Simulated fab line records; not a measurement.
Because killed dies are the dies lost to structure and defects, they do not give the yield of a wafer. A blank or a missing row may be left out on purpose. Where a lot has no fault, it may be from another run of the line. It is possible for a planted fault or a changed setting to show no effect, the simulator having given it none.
Comparing a struck lot with a sound one	flow gf180mcu	29 steps out of a route of 602
Sound: these wafers, L264.3, L264.5, L264.6. Struck: wafer L277.2. (L277.4, L277.5 of the same lot were not struck and are left out.) The cause comes at the end.
At each step with rows: each side's tool, then ch and its chambers, then its first start. Under that, the readings that differ: sound wafers	struck wafers	difference of the means	sigmas: that difference in standard deviations of wafers without a fault.
alike: readings whose means differ by less than 2 such deviations, and words and numbers that are the same on both sides. not compared: withheld readings, readings that some wafer has no value for, bounds like >300 that may hide the same value, and numbers for which the record gives no deviation and whose values overlap.
Wherever a step has rows on one side only, a row that says differs or no value, or a row with sigmas, the two part there. Non-overlapping numbers with no deviation appear without sigmas and do not part them. A reading that every wafer of one side lacks parts them only if that side has two wafers or more.

first, 2 steps without rows for these wafers: GF_V5_STRIP_19 (strips in post etch residue remover, time 1200 s); GF_V5_CLEAN_20 (cleans in DIW).
GF_V5_SPUTTER_21: material Ti, target thk 15 nm, time 80.02 s.
  sound on pvd_sputter-04 at day 29 11:59; struck on pvd_sputter-04 at day 33 00:08
  alike: throttle_valve_pct
GF_V5_SPUTTER_22: material TiN, target thk 10 nm, time 40 s.
  sound on pvd_sputter-04 at day 29 12:03; struck on pvd_sputter-04 at day 33 00:12
  alike: throttle_valve_pct
then, 1 step without rows for these wafers: GF_V5_CVD_23 (deposits W, target thk 350 nm, time 104.9 s).
GF_V5_RS_MEAS_24: uses a four-point probe to measure.
  sound on film_metro-03 at day 29 12:14; struck on film_metro-03 at day 33 00:27
  alike: V5_W_RS
GF_V5_THK_MEAS_25: measures by xrf.
  sound on film_metro-03 at day 29 12:20; struck on film_metro-03 at day 33 00:34
  alike: V5_W_THK
then, 2 steps without rows for these wafers: GF_V5_CMP_26 (polishes, stops on SiO2, t overpolish 15 s, target thk 0 nm); GF_TOP_METAL_SPUTTER_00 (material Ti, target thk 37.5 nm, time 150 s).
GF_TOP_METAL_SPUTTER_01: material TiN, target thk 30 nm, time 25 s.
  sound on pvd_sputter-03 at day 29 12:47; struck on pvd_sputter-03 at day 33 01:12
  alike: throttle_valve_pct
GF_TOP_METAL_SPUTTER_02: material AlCu, target thk 900 nm, time 47.82 s.
  sound on pvd_sputter-03 at day 29 12:49; struck on pvd_sputter-03 at day 33 01:14
  alike: throttle_valve_pct
GF_TOP_METAL_SPUTTER_03: material Ti, target thk 5 nm, time 3.3 s.
  sound on pvd_sputter-03 at day 29 12:52; struck on pvd_sputter-03 at day 33 01:16
  alike: throttle_valve_pct
GF_TOP_METAL_SPUTTER_04: material TiN, target thk 25 nm, time 20.8 s.
  sound on pvd_sputter-03 at day 29 12:52; struck on pvd_sputter-03 at day 33 01:17
reading	sound	struck	difference	sigmas
model.TiN_of_TOP_METAL_SPUTTER_04.thk_nm (nm)	24.83 24.82 24.98	24.1	-0.8	
  alike: throttle_valve_pct
GF_TOP_METAL_RS_MEAS_05: uses a four-point probe to measure.
  sound on film_metro-04 at day 29 12:56; struck on film_metro-01 at day 33 01:20
  alike: TOP_METAL_ALCU_RS
GF_TOP_METAL_THK_MEAS_06: measures by xrf.
  sound on film_metro-04 at day 29 13:02; struck on film_metro-01 at day 33 01:27
  alike: TOP_METAL_ALCU_THK
then, 7 steps without rows for these wafers: GF_TOP_METAL_DEHYDRATE_07 (time 60 s); GF_TOP_METAL_HMDS_08 (prime time 60 s); GF_TOP_METAL_COAT_09 (resist thk 1500 nm); GF_TOP_METAL_SOFTBAKE_10 (time 60 s); GF_TOP_METAL_EXPOSE_11 (exposes mask MetalTop, target cd 440 nm); GF_TOP_METAL_PEB_12; GF_TOP_METAL_DEVELOP_13 (develop time 58.25 s).
GF_TOP_METAL_CD_MEAS_14: the cd target is 440 nm.
  sound on cd_sem-02 at day 30 06:40; struck on cd_sem-01 at day 33 16:53
  alike: cd_nm
GF_TOP_METAL_OVL_MEAS_15:
  sound on overlay-01 at day 30 06:45; struck on overlay-01 at day 33 16:59
  alike: TOP_METAL_OVL
then, 2 steps without rows for these wafers: GF_TOP_METAL_METAL_ETCH_16 (etches the open film in Cl2/BCl3, stops on SiO2, target depth 1197 nm, time 199.5 s); GF_TOP_METAL_STRIP_17 (strips in O2/N2).
GF_TOP_METAL_STRIP_18: strips in post etch residue remover, time 1200 s.
  sound on wet_bench-03 ch 3, day 30 07:04; struck on wet_bench-01 ch 0, day 33 17:19
reading	sound	struck	difference	sigmas
model.TiN_of_TOP_METAL_SPUTTER_04.thk_nm (nm)	24.41 24.41 24.56	23.69	-0.77	
then, 1 step without rows for these wafers: GF_TOP_METAL_CLEAN_19 (cleans in DIW).
GF_PASSIVATION_PROBE_99:
  rows exist in the record for the struck wafers here (prober-02, day 34 11:29), but not for the sound ones

WHERE THEY PART
Only at GF_PASSIVATION_PROBE_99, within this record.

WHY: what the simulator had put in
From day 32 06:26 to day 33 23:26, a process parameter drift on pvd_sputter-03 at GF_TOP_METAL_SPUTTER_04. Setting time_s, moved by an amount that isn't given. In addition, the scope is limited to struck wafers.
